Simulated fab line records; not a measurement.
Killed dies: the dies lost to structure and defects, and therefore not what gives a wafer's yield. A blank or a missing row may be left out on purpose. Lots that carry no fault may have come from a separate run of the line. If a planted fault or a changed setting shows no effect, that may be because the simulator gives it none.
Which of the tools did it? -- flow gf180mcu -- Sampling: 13 lots, 39 wafers, 5 of 602 route steps

WHAT EACH GAUGE READ, for each wafer
GF_V2_BOW_MEAS_05.
lot,measured,on,V2_BOW (um)
L412,day 21 21:49,filmMetro-03,107 107 100
L413,day 22 05:05,filmMetro-02,100 100 105
L415,day 22 17:47,filmMetro-02,99 103 105
L416,day 23 06:11,filmMetro-04,108 98 104
L420,day 24 14:41,filmMetro-04,109 102 100
L421,day 24 23:31,filmMetro-02,110 102 113
L423,day 25 11:16,filmMetro-03,109 106 109
L428,day 27 02:35,filmMetro-02,104 107 104
L433,day 28 09:48,filmMetro-02,97 99 102
L434,day 28 14:49,filmMetro-03,99 105 101

GF_V2_CD_MEAS_14: target cd 260 nm.
lot,measured,on,cdNm (nm)
L412,day 22 22:16,cdSem-01,259.3 258.2 258.9
L413,day 23 05:19,cdSem-01,259.6 261.0 261.0
L415,day 23 17:49,cdSem-01,260.8 260.2 260.1
L416,day 24 06:16,cdSem-01,260.4 259.4 259.2
L420,day 25 13:19,cdSem-01,260.1 259.8 259.5
L421,day 25 22:56,cdSem-01,258.3 258.5 258.5
L423,day 26 10:10,cdSem-01,258.1 257.7 257.7
L428,day 28 00:31,cdSem-01,260.4 260.9 259.8
L433,day 29 06:31,cdSem-02,260.5 260.5 259.9
L434,day 29 11:15,cdSem-01,260.5 261.1 260.8

GF_V2_THK_MEAS_25: measures by xrf.
lot,measured,on,V2_W_THK (nm)
L412,day 22 23:23,filmMetro-02,361 370 367
L413,day 23 06:28,filmMetro-02,356 367 369
L415,day 23 18:58,filmMetro-04,360 364 369
L416,day 24 07:25,filmMetro-04,368 369 374
L420,day 25 14:28,filmMetro-03,361 360 359
L421,day 26 00:04,filmMetro-04,375 372 376
L423,day 26 11:19,filmMetro-04,364 375 365
L428,day 28 01:40,filmMetro-02,367 367 367
L433,day 29 07:42,filmMetro-04,368 369 372
L434,day 29 12:25,filmMetro-02,371 377 374

TOOL THAT RAN EACH LOT (tool first, then ch and the chambers of the sampled wafers, then the start)
lot,GF_STI_ETCH_14,GF_STI_STRIP_15
L412,"rieSi-01 ch 0,1, day 2 09:33","plasmaAsher-02 ch 0,1, day 2 09:39"
L413,"rieSi-01 ch 1,3, day 2 13:13","plasmaAsher-04 ch 0, day 2 13:18"
L415,"rieSi-01 ch 2,3, day 2 23:37","plasmaAsher-01 ch 0,1, day 2 23:42"
L416,"rieSi-01 ch 0,2,3, day 3 04:01","plasmaAsher-01 ch 0,1, day 3 04:06"
L420,"rieSi-02 ch 0,1, day 4 02:26","plasmaAsher-04 ch 0,1, day 4 02:31"
L421,"rieSi-02 ch 0,1,3, day 4 07:31","plasmaAsher-02 ch 0,1, day 4 07:36"
L423,"rieSi-01 ch 0,1,3, day 4 16:53","plasmaAsher-01 ch 0,1, day 4 16:58"
L428,"rieSi-02 ch 1,2,3, day 5 19:01","plasmaAsher-02 ch 0,1, day 5 19:06"
L430,"rieSi-01 ch 0,1,3, day 6 04:35","plasmaAsher-04 ch 0,1, day 6 04:40"
L431,"rieSi-01 ch 1,2,3, day 6 10:43","plasmaAsher-04 ch 0,1, day 6 10:48"
L432,"rieSi-02 ch 0,2,3, day 6 15:37","plasmaAsher-01 ch 0,1, day 6 15:42"
L433,"rieSi-02 ch 0,3, day 6 20:31","plasmaAsher-02 ch 0, day 6 20:36"
L434,"rieSi-02 ch 1,2,3, day 7 01:53","plasmaAsher-02 ch 0,1, day 7 02:00"
- GF_STI_ETCH_14: etches Si in HBr/Cl2/O2, target depth 360 nm, time 102.9 s.
- GF_STI_STRIP_15: strips in O2/N2.

WHAT THE TOOLS THEMSELVES READ (means of the sampled wafers that have a number; where no wafer has one, the mark that the record gives instead)
GF_STI_ETCH_14.
lot,tool,HBr_flow_sccm (sccm),O2_flow_sccm (sccm),biasW (W),drypumpMotorCurrentA (A),oesProductAu (a.u.),throttleValvePct (%)
L412,rieSi-01,150.5,5.996,149.8,5.2,1.002,25.655
L413,rieSi-01,150.6,5.999,149.4,5.2,0.997,25.671
L415,rieSi-01,150.4,6.011,150.2,4.9,0.992,25.669
L416,rieSi-01,150.0,6.019,150.2,5.1,0.986,25.668
L420,rieSi-02,150.1,5.997,149.8,5.7,0.998,25.660
L421,rieSi-02,150.0,5.998,149.8,5.4,1.000,25.659
L423,rieSi-01,150.1,6.011,150.1,5.2,0.995,25.668
L428,rieSi-02,150.3,5.989,149.7,5.6,0.993,25.656
L430,rieSi-01,-,-,-,-,-,-
L431,rieSi-01,-,-,-,-,-,-
L432,rieSi-02,-,-,-,-,-,-
L433,rieSi-02,150.2,6.003,150.0,5.1,1.003,25.653
L434,rieSi-02,149.8,6.004,149.9,5.6,0.994,25.653

GF_STI_STRIP_15.
lot,tool,drypumpMotorCurrentA (A),heaterPowerW (W),oesProductAu (a.u.),stripTimeToEndpointS (s)
L412,plasmaAsher-02,6.0,337,0.381,3.70
L413,plasmaAsher-04,5.6,379,0.386,3.72
L415,plasmaAsher-01,5.2,295,0.382,3.75
L416,plasmaAsher-01,5.2,291,0.385,3.77
L420,plasmaAsher-04,5.7,338,0.385,3.70
L421,plasmaAsher-02,6.1,364,0.384,3.71
L423,plasmaAsher-01,5.4,288,0.385,3.70
L428,plasmaAsher-02,6.1,360,0.385,3.75
L430,plasmaAsher-04,5.7,335,0.438,4.92
L431,plasmaAsher-04,5.7,335,0.434,4.96
L432,plasmaAsher-01,5.4,297,0.431,4.92
L433,plasmaAsher-02,5.9,305,0.383,3.66
L434,plasmaAsher-02,6.0,330,0.387,3.67

THE ANSWER, worked out from the rows above alone
Rule: usual is defined by the lots themselves. The widest of any qualifying gaps counts: lots, ordered by their means at a reading, are off when they make up no more than a third of the lots, leave a main group of 4 or more, and stand apart from it by 3 or more times the standard deviation of that group's means. A main group whose means are all the same, to the digits that the tables above print for the reading, isn't used. Also off: a lot with no number at a reading for which 4 or more lots have one. All remaining lots with rows at the step are treated as sound. First the gauges in route order, then the tools' own readings, where a lot's mean is used as printed above. At the first step where some lot is off, the reading lying furthest off is the one used; lots without a number count as furthest.
Off: L430, L431, L432, at GF_STI_ETCH_14 (HBr_flow_sccm). Without a number there: L430, L431, L432. For the main group the mean is 150.2 sccm and the standard deviation 0.24.
A tool fits if, at that step or a process step before it, it ran every lot that is off, and no sound lot after the first of them. Not one of the candidates tried fits.

WHAT THE SIMULATOR HAD PUT IN
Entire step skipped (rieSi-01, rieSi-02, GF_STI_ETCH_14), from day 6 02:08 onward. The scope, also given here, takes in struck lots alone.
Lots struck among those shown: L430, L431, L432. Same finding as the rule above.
